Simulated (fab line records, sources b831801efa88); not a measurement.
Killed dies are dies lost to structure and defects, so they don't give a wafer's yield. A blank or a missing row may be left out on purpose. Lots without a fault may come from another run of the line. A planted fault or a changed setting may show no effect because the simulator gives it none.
Chamber matching | flow gf180mcu | GF_V3_CVD_02 on pecvd-03: 3 sister chambers
The step deposits SiO2 from TEOS, target thk 850 nm, time 94.851 s. 3 wafers are shown with their chamber, then 8 later ones without.

WAFERS WITH THEIR CHAMBER
wafer  | chamber | heater_power_w (W)
L090.3 | 1       | 628
L090.4 | 0       | 724
L092.1 | 2       | 700

WAFERS WITHOUT THEIR CHAMBER
wafer  | heater_power_w (W)
L092.3 | 526
L092.4 | 597
L093.1 | 696
L093.3 | 553
L093.6 | 580
L096.2 | 731
L096.4 | 608
L096.6 | 676

WHICH CHAMBER EACH WENT THROUGH
wafer  | from the rows above          | in truth
L092.3 | can't be placed: 1 or 2 or 0 | 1
L092.4 | can't be placed: 1 or 2 or 0 | 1
L093.1 | can't be placed: 2 or 0 or 1 | 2
L093.3 | can't be placed: 1 or 2 or 0 | 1
L093.6 | can't be placed: 1 or 2 or 0 | 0
L096.2 | can't be placed: 0 or 2 or 1 | 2
L096.4 | can't be placed: 1 or 2 or 0 | 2
L096.6 | can't be placed: 2 or 0 or 1 | 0
Placed correctly: 0 of 8. Can't be placed from these rows: 8 (the true chamber is among the candidates in 8). Placed wrongly: 0.
How it was worked out, from the rows above alone: a wafer's distance from a chamber is the root of the sum, over the readings, of the square of ((its reading less the chamber's mean) divided by the reading's scatter). The wafer belongs to the nearest chamber; if the next one is less than 2 further off, it can't be placed. A chamber's mean is the mean of its shown wafers. The scatter: with one shown wafer a chamber, the root of the mean of the squares of how far each hidden wafer lies from its nearest shown one.
